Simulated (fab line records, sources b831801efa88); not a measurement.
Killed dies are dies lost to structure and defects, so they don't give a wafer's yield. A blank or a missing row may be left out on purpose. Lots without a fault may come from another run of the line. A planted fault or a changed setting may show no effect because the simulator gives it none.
One fault seen from 2 desks | flow sfq_line | each desk has only its own numbers; what lay behind them comes last

THE METROLOGY DESK
What the gauges read, lot by lot, whatever tool the lot ran on: means of the sampled wafers that have a number. A lot is out of limits, marked OUT, if its mean lies more than 4 standard deviations from the usual mean; the brackets give that distance.
Columns: A = JJ_NB_RS at SFQ_JJ_RS_MEAS_929, usual 1.050 ohm/sq; B = J5_OVL at SFQ_JJ_OVL_MEAS_931, usual -1 nm
lot  | first seen here | A     | B
L218 | day 63 06:16    | 1.061 | -3
L220 | day 64 01:38    | 1.060 | 0
L221 | day 64 07:34    | 1.053 | 1
L222 | day 64 19:35    | 1.071 | -6
L223 | day 65 00:23    | 1.044 | 3
L227 | day 67 14:12    | 1.022 | -1
L228 | day 67 21:24    | 1.059 | 4
This desk's finding: nothing out of limits on any of the 7 lots.

THE TOOL OWNER'S DESK: rie_metal-04
The tool's own readings at SFQ_TRILAYER_JJ_CE_ETCH_RIE_118 (chemistry SF6, target Nb, stops on Al2O3, time 97.7 s, target depth 170 nm): means of the sampled wafers that have a number, for each lot that ran on this tool. A lot is out of limits, marked OUT, if its mean lies more than 4 standard deviations from the usual mean; the brackets give that distance.
Columns: A = drypump_motor_current_A at SFQ_TRILAYER_JJ_CE_ETCH_RIE_118, usual 6.0 A; B = oes_product_au at SFQ_TRILAYER_JJ_CE_ETCH_RIE_118, usual 0.987 a.u.
lot  | first seen here | A   | B
L220 | day 64 09:45    | 6.6 | 0.946 (-5.9) OUT
L221 | day 64 11:18    | 6.6 | 0.975
L222 | day 64 23:19    | 6.5 | 0.967
L228 | day 68 01:47    | 6.6 | 0.989
This desk's finding: out of limits on L220; first on L220, day 64 09:45 (oes_product_au at SFQ_TRILAYER_JJ_CE_ETCH_RIE_118). In limits: L221, L222, L228.

PUT TOGETHER
The tool owner's desk could have raised an alarm at day 64 09:45, on L220.
The metrology desk saw nothing out of limits.
The metrology desk has L220 on record, within its limits.
Of the lots named, all ran SFQ_TRILAYER_JJ_CE_ETCH_RIE_118 on rie_metal-04.

WHAT THE SIMULATOR HAD PUT IN
Process parameter drift: rie_metal-04, from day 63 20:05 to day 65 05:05, at SFQ_TRILAYER_JJ_CE_ETCH_RIE_118. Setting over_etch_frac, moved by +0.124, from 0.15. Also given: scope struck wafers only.
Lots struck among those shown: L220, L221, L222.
Hours from the fault's start to each desk's first reading out of limits: the tool owner's desk, 14.
